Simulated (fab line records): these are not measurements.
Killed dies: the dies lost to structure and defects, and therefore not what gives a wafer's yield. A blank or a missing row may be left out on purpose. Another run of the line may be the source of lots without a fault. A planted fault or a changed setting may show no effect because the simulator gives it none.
A struck lot beside a sound one | flow gf180mcu | 16 steps out of a route of 602
Sound: these wafers, L841.1, L841.2, L841.3. Wafers L856.1, L856.2, L856.4 were the ones struck. Last of all comes the cause.
Order at every step that has rows: each side's tool, ch and its chambers, its first start. Under that, the readings that differ: sound wafers | struck wafers | difference of the means | sigmas: that difference in standard deviations of wafers without a fault.
alike: a reading whose means differ by less than 2 such deviations, as well as words and numbers matching on both sides. not compared: withheld readings; readings where some wafer has no value; bounds like >300 that might hide an equal value; numbers whose values overlap and for which the record gives no deviation.
A row with sigmas, a row that says differs or no value, or rows on one side alone: a step with any of these is where the two part. When numbers do not overlap yet have no deviation, they are printed without sigmas and do not part them. A reading that every wafer of one side lacks parts them only if that side has two wafers or more.

first, 2 steps without rows for these wafers: GF_MVSD_IMPLANT_08; GF_MVSD_IMPLANT_09.
GF_MVSD_STRIP_10: strips in O2/N2.
  sound on plasma-asher-02 ch 0,1, day 5 04:41; struck on plasma-asher-02 ch 0,1, day 8 22:05
  alike: drypump-motor-current-A, heater-power-w, oes-product-au, strip-time-to-endpoint-s
  not compared: rf-hours-counter-h
GF_MVSD_TW_MEAS_11:
  sound: film-metro-04 at day 5 04:47; struck: film-metro-01 at day 8 22:11
  alike: MVSD_TW
then, 7 steps without rows for these wafers: GF_MVPSD_DEHYDRATE_00 (time 60 s); GF_MVPSD_HMDS_01 (prime time 60 s); GF_MVPSD_COAT_02 (resist thk 3000 nm); GF_MVPSD_SOFTBAKE_03; GF_MVPSD_EXPOSE_04 (exposes mask MVPSD, target cd 1000 nm); GF_MVPSD_PEB_05; GF_MVPSD_DEVELOP_06 (develop time 60 s).
GF_MVPSD_OVL_MEAS_07:
  sound: overlay-02 at day 5 19:52; struck: overlay-02 at day 9 15:31
  alike: MVPSD_OVL
GF_MVPSD_IMPLANT_08:
  struck on implanter-01, day 9 15:32; sound on implanter-04 ch 0, day 5 19:54
  no value came back on the struck wafers for beam-energy-keV, beam-on-s (s), faraday-current-uA; on the sound wafers beam-energy-keV reads 170.00 169.97 170.01
following that, these wafers have no rows for 1 step: GF_MVPSD_IMPLANT_09.
GF_MVPSD_STRIP_10: strips in O2/N2.
  sound on plasma-asher-04 ch 0,1, day 5 20:12; struck on plasma-asher-04 ch 0,1, day 9 15:50
  alike: drypump-motor-current-A, heater-power-w, oes-product-au, strip-time-to-endpoint-s
  not compared: rf-hours-counter-h
GF_MVPSD_TW_MEAS_11:
  sound: film-metro-04 at day 5 20:18; struck: film-metro-01 at day 9 16:10
  reading  | sound       | struck      | difference | sigmas
  MVPSD_TW | 551 556 552 | 317 315 317 | -237       | -59
  not compared: hold

WHERE THEY PART
First at GF_MVPSD_IMPLANT_08; last, within this record, at GF_MVPSD_TW_MEAS_11.

WHY: whatever the simulator had introduced
Entire step skipped (implanter-01, GF_MVPSD_IMPLANT_08), from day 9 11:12 onward. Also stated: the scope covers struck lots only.
